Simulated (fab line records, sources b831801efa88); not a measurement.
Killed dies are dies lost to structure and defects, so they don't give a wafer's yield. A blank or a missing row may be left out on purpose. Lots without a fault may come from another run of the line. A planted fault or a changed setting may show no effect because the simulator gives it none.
Which tool did it? | flow gf180mcu | 12 lots, 36 wafers sampled, at 6 steps of a route of 602

WHAT THE GAUGES READ, wafer by wafer
GF_NWELL_TW_MEAS_11. Usual: NWELL_TW 1572, standard deviation 9.
lot  | measured    | on            | NWELL_TW       | flag
L623 | day 3 12:58 | film_metro-01 | 1585 1579 1583 |
L626 | day 4 06:22 | film_metro-01 | 1563 1567 1557 |
L627 | day 4 11:08 | film_metro-02 | 1578 1580 1573 |
L628 | day 4 16:41 | film_metro-01 | 1574 1570 1559 |
L629 | day 4 21:30 | film_metro-02 | 1574 1577 1589 |
L630 | day 5 03:40 | film_metro-02 | 1580 1585 1580 |
L631 | day 5 09:39 | film_metro-04 | 1565 1576 1565 |
L632 | day 5 14:38 | film_metro-04 | 1573 1573 1578 |
L638 | day 7 00:48 | film_metro-01 | 1572 1568 1562 |
L640 | day 7 11:29 | film_metro-04 | 2401 2399 2404 | OFF
L641 | day 7 16:35 | film_metro-02 | 2399 2391 2395 | OFF
L642 | day 7 20:12 | film_metro-04 | 2410 2414 2408 | OFF

GF_LVPWELL_TW_MEAS_11. Usual: LVPWELL_TW 559, standard deviation 3.1.
lot  | measured    | on            | LVPWELL_TW  | flag
L623 | day 4 02:34 | film_metro-04 | 564 563 561 |
L626 | day 4 19:37 | film_metro-02 | 559 561 558 |
L627 | day 5 01:08 | film_metro-01 | 555 558 558 |
L628 | day 5 06:48 | film_metro-02 | 562 559 559 |
L629 | day 5 11:50 | film_metro-04 | 558 560 559 |
L630 | day 5 18:08 | film_metro-02 | 560 561 561 |
L631 | day 6 00:39 | film_metro-04 | 561 560 559 |
L632 | day 6 05:50 | film_metro-02 | 559 565 560 |
L638 | day 7 17:09 | film_metro-04 | 557 556 557 |
L640 | day 8 04:14 | film_metro-02 | 561 563 564 |
L641 | day 8 08:39 | film_metro-02 | 563 565 560 |
L642 | day 8 12:57 | film_metro-01 | 554 552 550 |

GF_MVSD_OVL_MEAS_07. Usual: MVSD_OVL -0.5 nm, standard deviation 1.4.
lot  | measured    | on         | MVSD_OVL (nm)  | flag
L623 | day 4 16:10 | overlay-01 | -1.6 -1.0 -1.6 |
L626 | day 5 09:34 | overlay-02 | 0.7 -1.0 0.3   |
L627 | day 5 14:55 | overlay-02 | -0.1 -0.3 0.7  |
L628 | day 5 21:16 | overlay-01 | 0.8 1.6 -0.2   |
L629 | day 6 01:55 | overlay-01 | 0.8 1.8 -1.0   |
L630 | day 6 08:24 | overlay-01 | 0.1 -1.1 0.0   |
L631 | day 6 15:28 | overlay-02 | -1.0 -1.0 0.3  |
L632 | day 6 21:16 | overlay-01 | 0.8 1.4 -0.6   |
L638 | day 8 09:49 | overlay-01 | -2.1 -1.7 -0.9 |
L640 | day 8 20:31 | overlay-02 | -2.0 -1.9 -1.7 |
L641 | day 9 00:52 | overlay-01 | 0.6 -1.4 -0.5  |
L642 | day 9 05:19 | overlay-02 | -1.8 0.4 -0.8  |

GF_VT_IMPLANT_RS_MEAS_47: measures by four-point-probe. Usual: NWELL_RS 487.6 ohm/sq, standard deviation 1.2.
lot  | measured     | on            | NWELL_RS (ohm/sq) | flag
L623 | day 7 19:52  | film_metro-01 | 487.0 487.3 484.9 |
L626 | day 8 16:34  | film_metro-01 | 488.9 487.8 487.2 |
L627 | day 8 23:23  | film_metro-02 | 488.1 487.6 488.1 |
L628 | day 9 05:14  | film_metro-04 | 485.5 486.8 485.1 |
L629 | day 9 12:14  | film_metro-04 | 486.8 485.6 485.1 |
L630 | day 9 18:55  | film_metro-04 | 487.3 485.6 484.8 |
L631 | day 10 02:05 | film_metro-02 | 488.1 488.2 488.0 |
L632 | day 10 09:07 | film_metro-04 | 485.6 485.5 488.0 |
L638 | day 12 03:53 | film_metro-01 | 487.3 487.0 488.1 |
L640 | day 12 18:44 | film_metro-01 | - - -             | OFF
L641 | day 12 22:39 | film_metro-02 | - - -             | OFF
L642 | day 13 03:38 | film_metro-02 | - - -             | OFF

WHICH TOOL RAN EACH LOT (tool, then ch and the chambers of the sampled wafers, then the start)
lot  | GF_NWELL_IMPLANT_08            | GF_VT_IMPLANT_STRIP_09
L623 | implanter-04 ch 0, day 3 12:37 | plasma_asher-02 ch 0,1, day 5 21:14
L626 | implanter-01 ch 0, day 4 05:59 | plasma_asher-01 ch 0,1, day 6 15:58
L627 | implanter-04 ch 0, day 4 10:45 | plasma_asher-02 ch 0,1, day 6 21:44
L628 | implanter-02 ch 0, day 4 16:18 | plasma_asher-01 ch 0,1, day 7 04:08
L629 | implanter-02 ch 0, day 4 21:07 | plasma_asher-03 ch 0,1, day 7 09:38
L630 | implanter-04 ch 0, day 5 03:16 | plasma_asher-01 ch 0,1, day 7 16:32
L631 | implanter-01 ch 0, day 5 09:16 | plasma_asher-01 ch 0, day 7 22:35
L632 | implanter-04 ch 0, day 5 14:14 | plasma_asher-01 ch 0,1, day 8 05:17
L638 | implanter-01 ch 0, day 7 00:25 | plasma_asher-01 ch 0,1, day 9 19:59
L640 | implanter-01 ch 0, day 7 11:06 | plasma_asher-02 ch 0,1, day 10 08:50
L641 | implanter-04 ch 0, day 7 16:12 | plasma_asher-01 ch 0,1, day 10 12:35
L642 | implanter-02 ch 0, day 7 19:49 | plasma_asher-02 ch 0,1, day 10 17:29
- GF_NWELL_IMPLANT_08
- GF_VT_IMPLANT_STRIP_09: strips in O2/N2.

WHAT THE TOOLS THEMSELVES READ (means of the sampled wafers that have a number; where no wafer has one, the mark that the record gives instead)
GF_NWELL_IMPLANT_08. Usual: beam_energy_keV 449.99, standard deviation 0.12; beam_on_s 10.00 s, standard deviation 0.2.
lot  | tool         | beam_energy_keV | beam_on_s (s) | flag
L623 | implanter-04 | 450.05          | 10.32         |
L626 | implanter-01 | 449.95          | 10.07         |
L627 | implanter-04 | 450.11          | 10.02         |
L628 | implanter-02 | 449.92          | 9.88          |
L629 | implanter-02 | 449.98          | 10.22         |
L630 | implanter-04 | 449.89          | 9.99          |
L631 | implanter-01 | 449.96          | 9.99          |
L632 | implanter-04 | 450.12          | 10.00         |
L638 | implanter-01 | 449.94          | 10.01         |
L640 | implanter-01 | 450.09          | 10.11         |
L641 | implanter-04 | 450.04          | 10.04         |
L642 | implanter-02 | 450.23          | 10.13         |

GF_VT_IMPLANT_STRIP_09. Usual: drypump_motor_current_A 6.0 A, standard deviation 0.41; heater_power_w 338 W, standard deviation 26; o2_flow_sccm 2999 sccm, standard deviation 9.2; oes_product_au 0.716 a.u., standard deviation 0.0045; strip_time_to_endpoint_s 12.62 s, standard deviation 0.044.
lot  | tool            | drypump_motor_current_A (A) | heater_power_w (W) | o2_flow_sccm (sccm) | oes_product_au (a.u.) | strip_time_to_endpoint_s (s) | flag
L623 | plasma_asher-02 | 6.0                         | 354                | 3007                | 0.718                 | 12.56                        |
L626 | plasma_asher-01 | 6.3                         | 333                | 3002                | 0.716                 | 12.64                        |
L627 | plasma_asher-02 | 6.0                         | 365                | 2997                | 0.713                 | 12.70                        |
L628 | plasma_asher-01 | 6.3                         | 327                | 2997                | 0.717                 | 12.65                        |
L629 | plasma_asher-03 | 5.7                         | 313                | 3000                | 0.717                 | 12.66                        |
L630 | plasma_asher-01 | 6.3                         | 325                | 3000                | 0.717                 | 12.62                        |
L631 | plasma_asher-01 | 6.7                         | 319                | 2999                | 0.717                 | 12.66                        |
L632 | plasma_asher-01 | 6.3                         | 327                | 3002                | 0.720                 | 12.62                        |
L638 | plasma_asher-01 | 6.3                         | 332                | 3010                | 0.712                 | 12.64                        |
L640 | plasma_asher-02 | 6.0                         | 364                | 3005                | 0.714                 | 12.58                        |
L641 | plasma_asher-01 | 6.1                         | 339                | 2998                | 0.715                 | 12.52                        |
L642 | plasma_asher-02 | 6.0                         | 364                | 2993                | 0.719                 | 12.64                        |

THE ANSWER, worked out from the rows above alone
Rule: a lot is off if the mean of its wafers that have a number lies more than 3 standard deviations from the usual mean. A lot without any number at a reading at which 4 lots or more have one is off too. The other lots that the step has rows for count as sound. The gauges are gone through in route order, then the tools' own readings, and for those a lot's mean is taken as printed above. The first step at which some lot is off is used, and at that step the reading that is off furthest; a lot without a number counts as furthest.
Off: L640, L641, L642, at GF_NWELL_TW_MEAS_11 (NWELL_TW).
A tool fits if, at a process step before that reading, it ran every lot that is off, and no sound lot after the first of them. The gauges at GF_NWELL_TW_MEAS_11 are tried like those tools. None of those tried fits.

WHAT THE SIMULATOR HAD PUT IN
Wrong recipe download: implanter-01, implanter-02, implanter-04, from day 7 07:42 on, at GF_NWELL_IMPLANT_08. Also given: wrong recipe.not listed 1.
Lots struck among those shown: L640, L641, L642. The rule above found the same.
